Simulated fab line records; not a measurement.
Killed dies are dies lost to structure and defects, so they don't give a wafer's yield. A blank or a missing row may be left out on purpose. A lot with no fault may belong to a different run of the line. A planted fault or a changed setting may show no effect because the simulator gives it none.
8D (eight disciplines) problem report, filled in by code	flow sfq-line	the parts of the form that need people (team, actions taken, sign-off) are left out

## 1. WHAT IS WRONG
Mean of platen-rpm at SFQ_TRILAYER_I0_CMP_CMP_028: 66.05 rpm across 2 wafers in 2 lots; on wafers with no fault it is 60.00 rpm (standard deviation 0.041). So: +99 or more standard deviations from the usual mean.
The step: polishes SiO2.
Earliest sighting: wafer L787.2 on cmp-02 at day 14 08:35. The record has a number at this step for 42 wafers belonging to 14 lots. By rule, "out" or "out of limits" means more than 4 standard deviations away from the usual mean. The rest of the wafers with a number are treated as sound.

## 2. WHAT IT IS, WHAT IT ISN'T
question	is	is not
which readings at this step	platen-rpm	motor-current-A
which lots	L787, L788	L783, L784, L785, L791, L798, L799, L800, L801, L802, L803, L804, L805
which wafers of those lots	L787.2, L788.1	L787.5, L787.6, L788.2, L788.5
read on which tools	cmp-02	cmp-01
when	from day 14 08:35	up to then (9 sound wafers); but 31 sound wafers of L787, L788, L791, L798, L799, L800, L801, L802, L803, L804, L805 came after

## 3. WHAT RULES OUT EACH SUSPECT
Counting: a tool at a process step up to the reading stays a suspect if it ran every lot that is out. Sound lots after the first of them don't rule it out here, since some wafers of a struck lot are sound.
- cmp-02 at SFQ_TRILAYER_I0_CMP_CMP_028 (polishes SiO2): kept. It processed each lot that is out (first: L787, day 14 08:35); up to then, its last sound lot is L785 (day 13 16:35). Out on those wafers are its own readings of platen-rpm.
- At SFQ_TRILAYER_I0_CMP_CMP_028, inside cmp-02: chamber 1 took the wafers that are out, while their sound lot-mates went through chambers 0, 2, 3.
After counting, what remains is cmp-02 at SFQ_TRILAYER_I0_CMP_CMP_028.

## 4. THE CAUSE (what the simulator had put in)
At SFQ_TRILAYER_I0_CMP_CMP_028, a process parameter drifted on cmp-02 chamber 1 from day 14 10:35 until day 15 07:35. The setting platen-rpm was moved by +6, starting from 60. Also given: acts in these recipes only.
Only this tool survived the counting.

## 5. THE CHAIN OF EFFECTS, in route order
Each row: a reading whose mean over the struck wafers that have a number lies more than 3 standard deviations from the usual. Readings are gone through only where the record gives a usual standard deviation; hours: the median, over the lots, of the time from a lot's start at the first step in this table giving one to that lot's start at this step; sigmas: the change measured in usual standard deviations.
hours	step	reading	usual	on struck wafers	change	sigmas
0	SFQ_TRILAYER_I0_CMP_CMP_028	platen-rpm	60.00 rpm	66.05	+6.05	+99 or more
It contains these process steps:
- SFQ_TRILAYER_I0_CMP_CMP_028: polishes SiO2.
Later steps that measure or inspect, where all struck wafers having a row at the step show a number for every such reading and not one has moved that far: SFQ_M4_OVL_MEAS_926.

## 6. HOW IT WOULD HAVE BEEN CAUGHT EARLIER
In this record the first reading out of limits was taken at day 14 08:35.
